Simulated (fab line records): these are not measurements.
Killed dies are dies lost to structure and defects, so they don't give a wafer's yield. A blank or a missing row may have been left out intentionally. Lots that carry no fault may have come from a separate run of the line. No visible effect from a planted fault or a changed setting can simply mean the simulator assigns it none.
fab line records	flow sky130
record: lots: 6	wafers: 18	last-day: 50
route steps=708 shown LDD_N@239 LDD_P@255 LDD_HVN@267 LDD_HVP@278 PAD_OPEN@708
lots that met no fault: from a run of the same line without faults
start-h: hours from the record's opening day to when the first of the lot's shown wafers began	wait-h: how many hours have passed since the lot's step before this one	" repeats the value in the row above	L1.1+2: a row that stands for several wafers	- either no value or no given start	* or withheld: withheld	< > ~ a bound
route shown NAME@n: names a module that has steps shown in the file, with the first one's number in the route	usual: average and standard deviation across the fault-free wafers	same: alike in all rows	chamber/n: place in a boat	sites: readings site by site	_std_site: standard deviation across them	_edge_site: the outer-site mean with the inner-site mean subtracted	radius-mm: how far each site lies from the wafer's centre	mask NAME#n: copy n	behind: the last tool/chamber to shape the wafer	hold: why the lot was held/for how many hours/how that ended	device: whichever transistor did not switch (one of n, p or np)	end of line: the same wafers' tests at the end of the route	a step given without rows: its recipe and nothing more	killed: the dies lost at the first sort to structure and to defects; this is not the yield of the wafer	map: per-die view of a wafer (x killed, . not killed, _ where there is no die)
set.NAME: setting as actually run; set.NAME@STEP: the setting as run at that earlier step	model.NAME: the simulator's own value behind a step, which no gauge read
certain route steps with their lots: each step a table, each wafer a row
services: a tool's chamber out of use, with start hour (start-h, from the record's first day; less than 0 if before it), hours out, and reason
== steps ==
step: SKY_LDD_N_COAT_02
recipe: resist: NOVOLAK	spin-rpm: 3000	resist-thk-nm: 300
step: SKY_LDD_N_SOFTBAKE_03
recipe: temp-c: 90	time-s: 60	resist: NOVOLAK
step: SKY_LDD_N_EXPOSE_04
recipe: mask-id: NTM	target-cd-nm: 840	na: 0.6	source-shape: conventional	sigma-outer: 0.6	dose-mj: 110
step: SKY_LDD_N_PEB_05
recipe: temp-c: withheld	time-s: *	resist: NOVOLAK
step: SKY_LDD_N_DEVELOP_06
recipe: develop-time-s: 60	dev-temp-c: 23
step: SKY_LDD_N_OVL_MEAS_07
usual: LDD_N_OVL: -1.2/1.3
lot.wafer	tool	chamber	start-h	wait-h	LDD_N_OVL[nm]
L677.1	overlay-02	-	409.77	0.1	-1.8
L677.2	"	-	"	"	-2.8
L677.5	"	-	"	"	0.0
L682.1	overlay-02	-	471.26	0.1	-2.3
L682.4	"	-	"	"	-3.1
L682.5	"	-	"	"	-2.4
L684.2	overlay-02	-	483.72	0.1	-1.4
L684.3	"	-	"	"	-1.6
L684.5	"	-	"	"	-0.8
L685.1	overlay-01	-	488.92	0.1	-1.0
L685.2	"	-	"	"	-1.2
L685.4	"	-	"	"	-2.9
L695.4	overlay-01	-	571.14	0.1	-0.7
L695.5	"	-	"	"	-0.7
L695.6	"	-	"	"	-0.9
L696.3	overlay-02	-	579.48	0.1	-0.7
L696.4	"	-	"	"	-0.9
L696.6	"	-	"	"	-2.3
step: SKY_LDD_N_IMPLANT_08
recipe: species: As	energy-kev: 20	dose-cm2: 7.5e+13	tilt-deg: withheld	rotation-deg: 23
step: SKY_LDD_N_IMPLANT_09
recipe: species: As	energy-kev: 20	dose-cm2: 7.5e+13	tilt-deg: withheld	rotation-deg: 113
step: SKY_LDD_N_IMPLANT_10
recipe: species: As	energy-kev: 20	dose-cm2: 7.5e+13	tilt-deg: withheld	rotation-deg: 203
step: SKY_LDD_N_IMPLANT_11
recipe: species: As	energy-kev: 20	dose-cm2: 7.5e+13	tilt-deg: withheld	rotation-deg: 293
step: SKY_LDD_N_IMPLANT_12
recipe: species: BF2	energy-kev: 50	dose-cm2: 5e+12	tilt-deg: 30	rotation-deg: 0
step: SKY_LDD_N_IMPLANT_13
recipe: species: BF2	energy-kev: 50	dose-cm2: 5e+12	tilt-deg: 30	rotation-deg: 90
step: SKY_LDD_N_IMPLANT_14
recipe: species: BF2	energy-kev: 50	dose-cm2: 5e+12	tilt-deg: 30	rotation-deg: 180
lot.wafer	tool	chamber	start-h	wait-h
L677.1+2+5	implanter-04	0	410.70	0.1
L682.1+4+5	implanter-02	0	472.20	0.1
L684.2+3+5	implanter-01	0	484.67	0.1
L685.1+2+4	implanter-02	0	489.86	0.1
L695.4+5+6	implanter-04	0	572.13	0.1
L696.3+4+6	implanter-04	0	580.46	0.1
step: SKY_LDD_N_IMPLANT_15
recipe: species: BF2	energy-kev: 50	dose-cm2: 5e+12	tilt-deg: 30	rotation-deg: 270
step: SKY_LDD_N_STRIP_16
recipe: chemistry: O2/N2	power-w: 1400	pressure-mtorr: 1500	platen-temp-c: withheld	o2-flow-sccm: 3000	n2-flow-sccm: 300	overash-fraction: 0.5
usual: drypump-motor-current-A: 6.0/0.31	oes-product-au: 0.406/0.0051	strip-time-to-endpoint-s: 4.314/0.016
same: overash-fraction: 0.5
lot.wafer	tool	chamber	start-h	wait-h	drypump-motor-current-A	oes-product-au	rf-hours-counter-h	strip-time-to-endpoint-s
L677.1	plasma-asher-03	0	411.00	0.1	6.4	0.405	72	4.321
L677.2	"	1	"	"	6.0	0.404	72	4.322
L677.5	"	0	"	"	6.4	0.405	-	4.329
L682.1	plasma-asher-03	1	472.50	0.1	6.0	0.408	4	4.303
L682.4	"	0	"	"	6.4	0.409	-	4.309
L682.5	"	0	"	"	6.4	0.411	-	4.308
L684.2	plasma-asher-02	0	484.95	0.1	5.8	0.400	35	4.302
L684.3	"	0	"	"	5.8	0.404	-	4.319
L684.5	"	0	"	"	5.8	0.401	-	4.303
L685.1	plasma-asher-03	0	490.16	0.1	6.4	0.407	6	4.283
L685.2	"	1	"	"	6.0	0.400	6	4.283
L685.4	"	0	"	"	6.4	0.406	-	4.288
L695.4	plasma-asher-02	1	572.39	0.1	5.5	0.408	-	4.304
L695.5	"	0	"	"	5.8	0.403	-	4.280
L695.6	"	1	"	"	5.6	0.407	-	4.311
L696.3	plasma-asher-03	0	580.74	0.1	6.4	0.407	-	4.346
L696.4	"	1	"	"	6.0	0.409	-	4.335
L696.6	"	1	"	"	6.0	0.410	-	4.318
step: SKY_LDD_N_TW_MEAS_17
usual: LDD_N_TW: 2600/10
lot.wafer	tool	chamber	start-h	wait-h	LDD_N_TW
L677.1	film-metro-03	-	411.10	0.1	2612
L677.2	"	-	"	"	2600
L677.5	"	-	"	"	2598
L682.1	film-metro-04	-	472.60	0.1	2599
L682.4	"	-	"	"	2600
L682.5	"	-	"	"	2600
L684.2	film-metro-04	-	485.06	0.1	2588
L684.3	"	-	"	"	2590
L684.5	"	-	"	"	2577
L685.1	film-metro-04	-	490.26	0.1	2579
L685.2	"	-	"	"	2585
L685.4	"	-	"	"	2580
L695.4	film-metro-04	-	572.49	0.1	2611
L695.5	"	-	"	"	2607
L695.6	"	-	"	"	2608
L696.3	film-metro-01	-	580.83	0.1	2607
L696.4	"	-	"	"	2587
L696.6	"	-	"	"	2589
step: SKY_LDD_P_DEHYDRATE_00
recipe: temp-c: 200	time-s: 60
step: SKY_LDD_P_HMDS_01
recipe: prime-time-s: 60	prime-temp-c: 120
step: SKY_LDD_P_COAT_02
recipe: resist: NOVOLAK	spin-rpm: 3000	resist-thk-nm: 1140
step: SKY_LDD_P_SOFTBAKE_03
recipe: temp-c: 90	time-s: 60	resist: NOVOLAK
step: SKY_LDD_P_EXPOSE_04
recipe: mask-id: PSDM	na: 0.6	source-shape: conventional	sigma-outer: 0.6	polarization: unpolarized	target-cd-nm: 380	dose-mj: 138
step: SKY_LDD_P_PEB_05
recipe: temp-c: withheld	time-s: *	resist: NOVOLAK
step: SKY_LDD_P_DEVELOP_06
recipe: resist: NOVOLAK	developer: TMAH	develop-time-s: 60	dev-temp-c: 23
step: SKY_LDD_P_CD_MEAS_07
recipe: target-cd-nm: 380
usual: cd-nm: 380.2/2.5
lot.wafer	tool	chamber	start-h	wait-h	cd-nm
L677.1	cd-sem-02	-	441.88	0.1	377.5
L677.2	"	-	"	"	377.1
L677.5	"	-	"	"	376.3
L682.1	cd-sem-01	-	503.51	0.1	381.6
L682.4	"	-	"	"	380.7
L682.5	"	-	"	"	378.7
L684.2	cd-sem-01	-	516.05	0.1	375.7
L684.3	"	-	"	"	377.2
L684.5	"	-	"	"	379.5
L685.1	cd-sem-01	-	521.01	0.1	380.3
L685.2	"	-	"	"	379.7
L685.4	"	-	"	"	379.2
L695.4	cd-sem-02	-	601.52	0.1	379.7
L695.5	"	-	"	"	381.2
L695.6	"	-	"	"	380.8
L696.3	cd-sem-01	-	610.70	0.1	383.3
L696.4	"	-	"	"	382.4
L696.6	"	-	"	"	382.5
step: SKY_LDD_P_OVL_MEAS_08
usual: LDD_P_OVL: 0.1/1.3
lot.wafer	tool	chamber	start-h	wait-h	LDD_P_OVL[nm]
L677.1	overlay-01	-	442.00	0.1	1.3
L677.2	"	-	"	"	0.2
L677.5	"	-	"	"	0.9
L682.1	overlay-01	-	503.63	0.1	2.5
L682.4	"	-	"	"	1.1
L682.5	"	-	"	"	2.0
L684.2	overlay-01	-	516.15	0.1	-1.6
L684.3	"	-	"	"	-0.1
L684.5	"	-	"	"	-1.3
L685.1	overlay-02	-	521.13	0.1	-0.1
L685.2	"	-	"	"	-0.1
L685.4	"	-	"	"	-1.7
L695.4	overlay-01	-	601.60	0.1	0.7
L695.5	"	-	"	"	0.5
L695.6	"	-	"	"	1.3
L696.3	overlay-02	-	610.79	0.1	-0.7
L696.4	"	-	"	"	2.4
L696.6	"	-	"	"	-0.1
step: SKY_LDD_P_IMPLANT_09
recipe: species: BF2	energy-kev: 25	dose-cm2: 1e+13	tilt-deg: withheld
step: SKY_LDD_P_STRIP_10
recipe: chemistry: O2/N2	power-w: 1400	pressure-mtorr: 1500	platen-temp-c: withheld	o2-flow-sccm: 3000	n2-flow-sccm: 300	overash-fraction: 0.5
usual: drypump-motor-current-A: 5.8/0.34	oes-product-au: 0.715/0.0044	strip-time-to-endpoint-s: 14.19/0.037
same: overash-fraction: 0.5
lot.wafer	tool	chamber	start-h	wait-h	drypump-motor-current-A	oes-product-au	rf-hours-counter-h	strip-time-to-endpoint-s
L677.1	plasma-asher-02	1	442.18	0.1	5.6	0.714	31	14.15
L677.2	"	0	"	"	5.8	0.719	31	14.17
L677.5	"	1	"	"	5.6	0.721	-	14.16
L682.1	plasma-asher-04	1	503.81	0.1	5.8	0.715	67	14.14
L682.4	"	0	"	"	5.2	0.713	-	14.20
L682.5	"	1	"	"	5.8	0.710	-	14.20
L684.2	plasma-asher-01	1	516.33	0.1	5.9	0.714	83	14.21
L684.3	"	1	"	"	5.9	0.712	-	14.15
L684.5	"	1	"	"	6.0	0.714	-	14.20
L685.1	plasma-asher-02	0	521.31	0.1	5.8	0.712	39	14.15
L685.2	"	1	"	"	5.6	0.708	39	14.14
L685.4	"	0	"	"	5.8	0.717	-	14.14
L695.4	plasma-asher-01	1	601.80	0.1	5.9	0.711	-	14.16
L695.5	"	1	"	"	5.9	0.713	-	14.14
L695.6	"	0	"	"	6.4	0.717	-	14.16
L696.3	plasma-asher-01	0	611.00	0.1	6.4	0.707	-	14.23
L696.4	"	1	"	"	5.9	0.720	-	14.22
L696.6	"	1	"	"	5.9	0.706	-	14.17
step: SKY_LDD_P_TW_MEAS_11
usual: LDD_P_TW: 639.4/2.9
lot.wafer	tool	chamber	start-h	wait-h	LDD_P_TW
L677.1	film-metro-04	-	442.28	0.1	640.0
L677.2	"	-	"	"	639.8
L677.5	"	-	"	"	637.5
L682.1	film-metro-02	-	503.91	0.1	635.8
L682.4	"	-	"	"	640.6
L682.5	"	-	"	"	640.6
L684.2	film-metro-03	-	516.44	0.1	641.9
L684.3	"	-	"	"	644.3
L684.5	"	-	"	"	640.9
L685.1	film-metro-02	-	521.41	0.1	640.5
L685.2	"	-	"	"	642.9
L685.4	"	-	"	"	641.7
L695.4	film-metro-04	-	601.89	0.1	639.0
L695.5	"	-	"	"	641.6
L695.6	"	-	"	"	640.0
L696.3	film-metro-04	-	611.08	0.1	637.5
L696.4	"	-	"	"	641.8
L696.6	"	-	"	"	642.6
step: SKY_LDD_HVN_DEHYDRATE_00
recipe: temp-c: 200	time-s: 60
step: SKY_LDD_HVN_HMDS_01
recipe: prime-time-s: 60	prime-temp-c: 120
step: SKY_LDD_HVN_COAT_02
recipe: resist: NOVOLAK	spin-rpm: 3000	resist-thk-nm: 300
step: SKY_LDD_HVN_SOFTBAKE_03
recipe: temp-c: 90	time-s: 60	resist: NOVOLAK
step: SKY_LDD_HVN_EXPOSE_04
recipe: mask-id: HVNTM	na: 0.6	source-shape: conventional	sigma-outer: 0.6	polarization: unpolarized	target-cd-nm: 700	dose-mj: 127
step: SKY_LDD_HVN_PEB_05
recipe: temp-c: withheld	time-s: *	resist: NOVOLAK
step: SKY_LDD_HVN_DEVELOP_06
recipe: resist: NOVOLAK	developer: TMAH	develop-time-s: 60	dev-temp-c: 23
step: SKY_LDD_HVN_OVL_MEAS_07
usual: LDD_HVN_OVL: -0.1/1.5
lot.wafer	tool	chamber	start-h	wait-h	LDD_HVN_OVL[nm]
L677.1	overlay-01	-	471.32	0.1	-0.3
L677.2	"	-	"	"	3.7
L677.5	"	-	"	"	2.9
L682.1	overlay-01	-	534.23	0.1	-0.4
L682.4	"	-	"	"	1.2
L682.5	"	-	"	"	1.0
L684.2	overlay-01	-	546.83	0.1	1.1
L684.3	"	-	"	"	0.1
L684.5	"	-	"	"	-0.2
L685.1	overlay-01	-	551.41	0.1	-1.1
L685.2	"	-	"	"	-2.2
L685.4	"	-	"	"	-0.6
L695.4	overlay-02	-	631.54	0.1	2.4
L695.5	"	-	"	"	1.5
L695.6	"	-	"	"	1.7
L696.3	overlay-02	-	641.04	0.1	-1.8
L696.4	"	-	"	"	-2.2
L696.6	"	-	"	"	-3.4
step: SKY_LDD_HVN_IMPLANT_08
recipe: species: P	energy-kev: 60	dose-cm2: 3e+13	tilt-deg: 40
step: SKY_LDD_HVN_STRIP_09
recipe: chemistry: O2/N2	power-w: 1400	pressure-mtorr: 1500	platen-temp-c: withheld	o2-flow-sccm: 3000	n2-flow-sccm: 300	overash-fraction: 0.5
usual: drypump-motor-current-A: 5.9/0.36	oes-product-au: 0.409/0.0047	strip-time-to-endpoint-s: 4.133/0.013
same: overash-fraction: 0.5
lot.wafer	tool	chamber	start-h	wait-h	drypump-motor-current-A	oes-product-au	rf-hours-counter-h	strip-time-to-endpoint-s
L677.1	plasma-asher-02	0	471.51	0.1	5.9	0.406	34	4.143
L677.2	"	1	"	"	5.6	0.411	34	4.156
L677.5	"	0	"	"	5.8	0.411	-	4.136
L682.1	plasma-asher-02	1	534.41	0.1	5.6	0.409	41	4.138
L682.4	"	0	"	"	5.8	0.404	-	4.156
L682.5	"	1	"	"	5.6	0.412	-	4.155
L684.2	plasma-asher-03	0	547.01	0.1	6.4	0.406	12	4.135
L684.3	"	0	"	"	6.4	0.413	-	4.136
L684.5	"	1	"	"	6.0	0.407	-	4.143
L685.1	plasma-asher-04	0	551.60	0.1	5.3	0.404	71	4.135
L685.2	"	1	"	"	5.8	0.404	71	4.139
L685.4	"	1	"	"	5.8	0.400	-	4.131
L695.4	plasma-asher-02	0	631.74	0.1	5.8	0.413	-	4.134
L695.5	"	0	"	"	5.8	0.404	-	4.143
L695.6	"	1	"	"	5.6	0.408	-	4.116
L696.3	plasma-asher-02	1	641.25	0.1	5.6	0.396	-	4.143
L696.4	"	0	"	"	5.8	0.413	-	4.128
L696.6	"	0	"	"	5.8	0.410	-	4.117
step: SKY_LDD_HVN_TW_MEAS_10
usual: LDD_HVN_TW: 1442/7.3
lot.wafer	tool	chamber	start-h	wait-h	LDD_HVN_TW
L677.1	film-metro-02	-	471.61	0.1	1439
L677.2	"	-	"	"	1441
L677.5	"	-	"	"	1446
L682.1	film-metro-01	-	534.51	0.1	1445
L682.4	"	-	"	"	1439
L682.5	"	-	"	"	1434
L684.2	film-metro-01	-	547.12	0.1	1444
L684.3	"	-	"	"	1445
L684.5	"	-	"	"	1445
L685.1	film-metro-01	-	551.70	0.1	1453
L685.2	"	-	"	"	1442
L685.4	"	-	"	"	1442
L695.4	film-metro-02	-	631.84	0.1	1429
L695.5	"	-	"	"	1439
L695.6	"	-	"	"	1446
L696.3	film-metro-02	-	641.34	0.1	1440
L696.4	"	-	"	"	1434
L696.6	"	-	"	"	1437
step: SKY_LDD_HVP_DEHYDRATE_00
recipe: temp-c: 200	time-s: 60
step: SKY_LDD_HVP_HMDS_01
recipe: prime-time-s: 60	prime-temp-c: 120
step: SKY_LDD_HVP_COAT_02
recipe: resist: NOVOLAK	spin-rpm: 3000	resist-thk-nm: 300
step: SKY_PAD_OPEN_PROBE_99
usual: killed_at_M0_to_M3: 44/7.1	killed_at_M4_up: 3.3/1.8	killed-at-contacts: 24/5.1	killed-at-front-end: 16/4.7	killed-at-other: 0.3/0.52	killed-dies: 87/9.7	killed-open: 47/6.8	killed-short: 39/6.7
same: gross-dies: 492	killed-at-back-side: 0
lot.wafer	tool	chamber	start-h	wait-h	killed_at_M0_to_M3	killed_at_M4_up	killed-at-contacts	killed-at-front-end	killed-at-other	killed-dies	killed-open	killed-short	model.etest.diode-nwell-sub.leak-log10-a-cm2	model.etest.diode-dnwell-sub.leak-log10-a-cm2	model.etest.diode-pwell-dnwell.leak-log10-a-cm2	model.etest.diode-ndiff-pwell-hv.leak-log10-a-cm2	model.etest.diode-pdiff-nwell-hv.leak-log10-a-cm2	model.etest.diode-pdiff-nwell.leak-log10-a-cm2	model.etest.diode-ndiff-pwell.leak-log10-a-cm2	model.etest.nfet_16v.off-log10-a-um
L677.1	prober-02	-	1083.85	0.1	37	5	24	16	0	82	43	39	-7.543	-7.285	-7.549	-6.65	-6.63	-7.317	-7.304	-13.75
L677.2	prober-02	-	1083.90	0.1	51	4	33	19	1	108	59	49	-7.422	-7.481	-7.778	-6.657	-6.583	-7.101	-7.239	-13.9
L677.5	prober-02	-	1084.05	0.2	46	3	16	20	0	85	45	40	-7.226	-7.198	-7.916	-6.302	-6.385	-7.389	-7.423	-13.87
L682.1	prober-01	-	1123.96	0.1	38	5	31	16	1	91	48	43	-7.186	-6.819	-7.678	-6.352	-6.733	-6.998	-7.203	-13.73
L682.4	prober-01	-	1124.11	0.2	51	1	25	13	0	90	56	34	-7.716	-7.155	-7.4	-6.723	-6.66	-7.177	-7.405	-13.79
L682.5	prober-01	-	1124.16	0.2	46	3	24	31	2	106	53	51	-7.295	-7.217	-7.794	-6.711	-6.62	-7.362	-7.284	-13.81
L684.2	prober-01	-	1132.46	0.1	42	1	28	16	1	88	56	32	-7.562	-7.646	-7.732	-6.89	-6.623	-7.514	-7.364	-13.99
L684.3	prober-01	-	1132.51	0.2	39	2	28	16	0	85	46	39	-7.294	-7.383	-7.446	-6.543	-6.666	-7.436	-6.925	-13.88
L684.5	prober-01	-	1132.61	0.2	39	9	25	15	0	88	52	36	-7.327	-7.272	-7.653	-6.735	-6.445	-7.279	-7.304	-13.9
L685.1	prober-02	-	1134.59	0.1	41	6	20	20	1	88	45	43	-7.423	-7.196	-7.468	-6.466	-6.558	-7.186	-7.318	-13.9
L685.2	prober-02	-	1134.64	0.1	35	2	31	26	0	94	49	45	-7.316	-6.831	-7.482	-6.574	-6.33	-7.102	-7.254	-13.85
L685.4	prober-02	-	1134.74	0.2	35	2	27	18	2	84	61	23	-7.263	-7.317	-7.793	-6.704	-6.646	-7.333	-7.47	-13.87
L695.4	prober-02	-	1181.21	0.2	34	3	23	10	0	70	40	30	-6.526	-6.408	-6.53	-6.261	-6.321	-6.958	-6.812	-13.37
L695.5	prober-02	-	1181.26	0.2	51	5	26	25	1	108	51	54	-6.309	-6.256	-6.728	-6.252	-5.995	-6.818	-6.704	-13.49
L695.6	prober-02	-	1181.31	0.2	47	3	30	15	1	96	55	40	-6.202	-6.505	-6.788	-6.07	-6.169	-6.832	-6.677	-13.37
L696.3	prober-01	-	1188.25	0.2	36	3	19	18	0	76	42	34	-6.341	-6.388	-6.731	-6.13	-6.079	-6.639	-7.093	-13.27
L696.4	prober-01	-	1188.30	0.2	35	1	26	11	1	74	49	25	-6.446	-6.335	-6.568	-6.037	-5.85	-6.659	-6.847	-13.26
L696.6	prober-01	-	1188.40	0.2	50	1	23	11	0	85	40	44	-6.117	-6.445	-6.508	-6.114	-6.038	-6.992	-6.731	-13.52
killed by level:class
L677.1 CONTACT:geometric-particle:open=8 CONTACT:geometric-particle:short=8 FIELD_ISO:geometric-particle:open=7 VIA1:geometric-particle:open=7 LI_CONTACT:geometric-particle:open=6 FIELD_ISO:geometric-particle:short=5 METAL1:geometric-particle:short=5 METAL2:geometric-particle:short=4
L677.2 LI_CONTACT:geometric-particle:open=12 CONTACT:geometric-particle:open=12 METAL2:geometric-particle:short=10 FIELD_ISO:geometric-particle:open=8 VIA1:geometric-particle:open=7 VIA2:geometric-particle:open=7 VIA3:geometric-particle:open=6 METAL1:geometric-particle:short=6
L677.5 VIA1:geometric-particle:open=9 VIA3:geometric-particle:open=7 FIELD_ISO:geometric-particle:open=6 FIELD_ISO:geometric-particle:short=6 CONTACT:geometric-particle:open=5 VIA2:geometric-particle:short=5 CONTACT:geometric-particle:short=4 METAL1:geometric-particle:open=4
L682.1 VIA1:geometric-particle:open=8 CONTACT:geometric-particle:open=8 LOCAL_INTERCONNECT:geometric-particle:short=7 VIA3:geometric-particle:open=6 LI_CONTACT:geometric-particle:short=5 LI_CONTACT:geometric-particle:open=5 VIA1:geometric-particle:short=5 FIELD_ISO:geometric-particle:open=4
L682.4 VIA1:geometric-particle:open=17 VIA2:geometric-particle:open=13 CONTACT:geometric-particle:open=7 LI_CONTACT:geometric-particle:open=5 LOCAL_INTERCONNECT:geometric-particle:short=5 LI_CONTACT:geometric-particle:short=4 METAL1:geometric-particle:short=4 VIA1:geometric-particle:short=4
L682.5 FIELD_ISO:geometric-particle:open=11 METAL2:geometric-particle:short=8 VIA1:geometric-particle:open=8 VIA2:geometric-particle:open=8 CONTACT:geometric-particle:short=7 LI_CONTACT:geometric-particle:open=6 CONTACT:geometric-particle:open=6 FIELD_ISO:geometric-particle:short=5
L684.2 VIA1:geometric-particle:open=11 CONTACT:geometric-particle:open=10 VIA2:geometric-particle:open=9 VIA3:geometric-particle:open=9 LI_CONTACT:geometric-particle:open=8 POLY_GATE:geometric-particle:open=5 LOCAL_INTERCONNECT:geometric-particle:short=5 CONTACT:geometric-particle:short=5
L684.3 VIA1:geometric-particle:open=11 LOCAL_INTERCONNECT:geometric-particle:short=8 CONTACT:geometric-particle:open=7 LI_CONTACT:geometric-particle:open=6 POLY_GATE:geometric-particle:open=5 CONTACT:geometric-particle:short=5 VIA3:geometric-particle:open=5 VIA1:geometric-particle:short=4
L684.5 VIA1:geometric-particle:open=11 VIA3:geometric-particle:open=9 VIA2:geometric-particle:open=8 CONTACT:geometric-particle:short=7 LI_CONTACT:geometric-particle:open=6 CONTACT:geometric-particle:open=6 METAL4:geometric-particle:short=5 POLY_GATE:geometric-particle:open=4
L685.1 METAL2:geometric-particle:short=8 POLY_GATE:geometric-particle:open=7 LI_CONTACT:geometric-particle:open=7 CONTACT:geometric-particle:open=7 VIA1:geometric-particle:open=7 VIA3:geometric-particle:open=6 VIA2:geometric-particle:open=6 FIELD_ISO:geometric-particle:short=5
L685.2 CONTACT:geometric-particle:open=11 VIA1:geometric-particle:open=10 FIELD_ISO:geometric-particle:short=8 CONTACT:geometric-particle:short=7 FIELD_ISO:geometric-particle:open=6 POLY_GATE:geometric-particle:short=6 VIA1:geometric-particle:short=6 LI_CONTACT:geometric-particle:open=5
L685.4 CONTACT:geometric-particle:open=11 VIA1:geometric-particle:open=10 LI_CONTACT:geometric-particle:open=8 VIA3:geometric-particle:open=7 FIELD_ISO:geometric-particle:open=5 POLY_GATE:geometric-particle:open=5 METAL1:geometric-particle:open=4 POLY_GATE:geometric-particle:short=3
L695.4 CONTACT:geometric-particle:open=13 VIA1:geometric-particle:open=8 METAL2:geometric-particle:short=5 FIELD_ISO:geometric-particle:open=4 LI_CONTACT:geometric-particle:open=4 VIA2:geometric-particle:open=4 METAL3:geometric-particle:short=4 LOCAL_INTERCONNECT:geometric-particle:short=3
L695.5 CONTACT:geometric-particle:open=10 VIA1:geometric-particle:open=9 POLY_GATE:geometric-particle:short=7 POLY_GATE:geometric-particle:open=7 VIA2:geometric-particle:open=7 METAL2:geometric-particle:short=7 LOCAL_INTERCONNECT:geometric-particle:short=6 VIA1:geometric-particle:short=5
L695.6 LI_CONTACT:geometric-particle:open=11 CONTACT:geometric-particle:open=10 METAL2:geometric-particle:short=8 VIA2:geometric-particle:short=8 VIA1:geometric-particle:open=7 FIELD_ISO:geometric-particle:open=6 VIA2:geometric-particle:open=6 CONTACT:geometric-particle:short=4
L696.3 VIA1:geometric-particle:open=10 LI_CONTACT:geometric-particle:open=7 FIELD_ISO:geometric-particle:open=6 CONTACT:geometric-particle:open=5 METAL2:geometric-particle:short=5 FIELD_ISO:geometric-particle:short=4 VIA3:geometric-particle:short=4 POLY_GATE:geometric-particle:open=4
L696.4 CONTACT:geometric-particle:open=12 VIA3:geometric-particle:open=8 VIA1:geometric-particle:open=7 VIA2:geometric-particle:open=7 LI_CONTACT:geometric-particle:open=5 FIELD_ISO:geometric-particle:open=4 METAL2:geometric-particle:short=4 POLY_GATE:geometric-particle:open=3
L696.6 CONTACT:geometric-particle:open=11 VIA2:geometric-particle:open=10 VIA2:geometric-particle:short=7 VIA1:geometric-particle:short=6 METAL2:geometric-particle:short=6 VIA3:geometric-particle:open=6 CONTACT:geometric-particle:short=5 METAL1:geometric-particle:short=5
== services ==
tool	chamber	start-h	hours	kind
implanter-04	-	401.72	1.1	repair
plasma-asher-03	-	403.94	1.8	repair
implanter-01	-	407.01	5.2	repair
plasma-asher-03	-	421.25	9.0	pm
implanter-04	-	422.67	3.8	pm
implanter-04	-	427.90	6.8	repair
implanter-02	-	432.74	15.7	pm
implanter-04	-	473.88	2.7	repair
implanter-04	-	475.13	15.7	repair
plasma-asher-01	-	481.92	4.3	repair
plasma-asher-03	-	483.82	0.5	repair
plasma-asher-01	-	498.80	8.8	repair
implanter-02	-	502.09	19.0	repair
plasma-asher-01	-	530.86	14.6	pm
plasma-asher-03	-	535.53	1.2	repair
plasma-asher-04	-	550.75	0.4	repair
plasma-asher-03	-	552.25	15.6	pm
plasma-asher-04	-	564.62	14.6	pm
implanter-04	-	575.68	0.8	repair
plasma-asher-03	-	596.08	0.3	repair
plasma-asher-02	-	597.09	2.9	repair
implanter-04	-	597.81	5.1	repair
implanter-02	-	603.02	4.9	pm
implanter-02	-	633.74	3.1	pm
== key ==
first-sign none at tools or gauges
model-effect: step: SKY_PAD_OPEN_PROBE_99	value: etest.diode-nwell-sub.leak-log10-a-cm2	without: -7.36	struck: -6.323
met-at SKY_LDD_N_IMPLANT_14
struck-wafers L695.4,L695.5,L695.6,L696.3,L696.4,L696.6
tester-left-out L695,L696
onset-between 410.70 572.13
also-fits time
fault: kind: metallic-contamination-source	tool: implanter-04	chamber: -	onset-h: 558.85	steps: SKY_LDD_N_IMPLANT_14	rate-cm2-per-visit: 2.3284e+12	species: metal-fe-cm2
tester-left-out: of these lots the tester's yield and bins aren't shown, on N5 and GAA mostly nor the transistor test; their killed dies are dies lost to structure and defects alone, not to doping, threshold or leakage, so they don't give the yield
